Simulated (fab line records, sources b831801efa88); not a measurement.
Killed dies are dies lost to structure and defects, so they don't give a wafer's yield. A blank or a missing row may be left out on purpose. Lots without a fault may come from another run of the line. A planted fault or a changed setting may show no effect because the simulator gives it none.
Problem report in the 8D (eight disciplines) form, filled by code | flow gf180mcu | the parts of the form that need people (team, actions taken, sign-off) are left out

1. THE PROBLEM
DNWELL_TW at GF_DNWELL_TW_MEAS_09 reads a mean of 1271 on 6 wafers of 2 lots; wafers without a fault read 1355 with a standard deviation of 11. That is -7.6 standard deviations from the usual mean.
First seen on wafer L252.2, day 5 18:52, on film_metro-01. The record holds 39 wafers of 13 lots with a number at this step. Rule for "out", or "out of limits": more than 4 standard deviations from the usual mean. The other wafers with a number count as sound.

2. WHAT IT IS AND WHAT IT IS NOT
question                    | is                     | is not
which readings at this step | DNWELL_TW              | -
which lots                  | L252, L253             | L239, L241, L242, L243, L245, L251, L254, L255, L256, L261, L262
which wafers of those lots  | all that have a number | -
read on which gauges        | film_metro-01          | film_metro-02, film_metro-04
when                        | from day 5 18:52       | up to then (18 sound wafers); but 15 sound wafers of L254, L255, L256, L261, L262 came after

3. SUSPECTS, AND WHAT RULES EACH OUT
Counting: a tool at a process step up to the reading stays a suspect if it ran every lot that is out and no sound lot after the first of them.
- the gauge at GF_DNWELL_TW_MEAS_09: kept. All the wafers that are out were read on film_metro-01, and no step on other tools shows them out.
- implanter-04 at GF_DNWELL_IMPLANT_07: kept. It ran every lot that is out, first L252 (day 5 18:38), and no sound lot after that; its last sound lot up to then is L242 (day 3 11:50).
Left after counting: implanter-04 at GF_DNWELL_IMPLANT_07, film_metro-01 at GF_DNWELL_TW_MEAS_09.

4. THE CAUSE (what the simulator had put in)
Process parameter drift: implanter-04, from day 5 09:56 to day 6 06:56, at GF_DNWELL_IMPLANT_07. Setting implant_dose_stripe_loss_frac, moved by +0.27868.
Counting left 2 suspects, and this tool is among them.

5. THE CHAIN OF EFFECTS, in route order
Each row: a reading whose mean over the struck wafers that have a number lies more than 3 standard deviations from the usual. Only readings for which the record gives a usual standard deviation are gone through. hours: the time from each lot's start at the first step in this table that gives one to its start at this step, as a median over the lots. sigmas: the change in usual standard deviations.
hours | step                 | reading   | usual | on struck wafers | change | sigmas
0     | GF_DNWELL_TW_MEAS_09 | DNWELL_TW | 1355  | 1271             | -84    | -7.6
Later measuring or inspecting steps at which every struck wafer that the step has a row for has a number for every such reading, and none has moved that far: GF_VT_IMPLANT_OVL_MEAS_07, GF_VT_IMPLANT_OVL_MEAS_18.

6. WHAT WOULD HAVE CAUGHT IT SOONER
In this record the first reading out of limits at a measuring or inspecting step was taken at day 5 18:52, 9 hours after the fault began at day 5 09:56.
Of the tool readings at GF_DNWELL_IMPLANT_07 for which the record gives a usual standard deviation, none was out on any struck wafer, so an alarm limit of 4 standard deviations on them would not have fired.
Of the lots that are out (2), L253 began GF_DNWELL_IMPLANT_07 on implanter-04 after day 5 18:52. A hold on the tool at that time would have spared it.
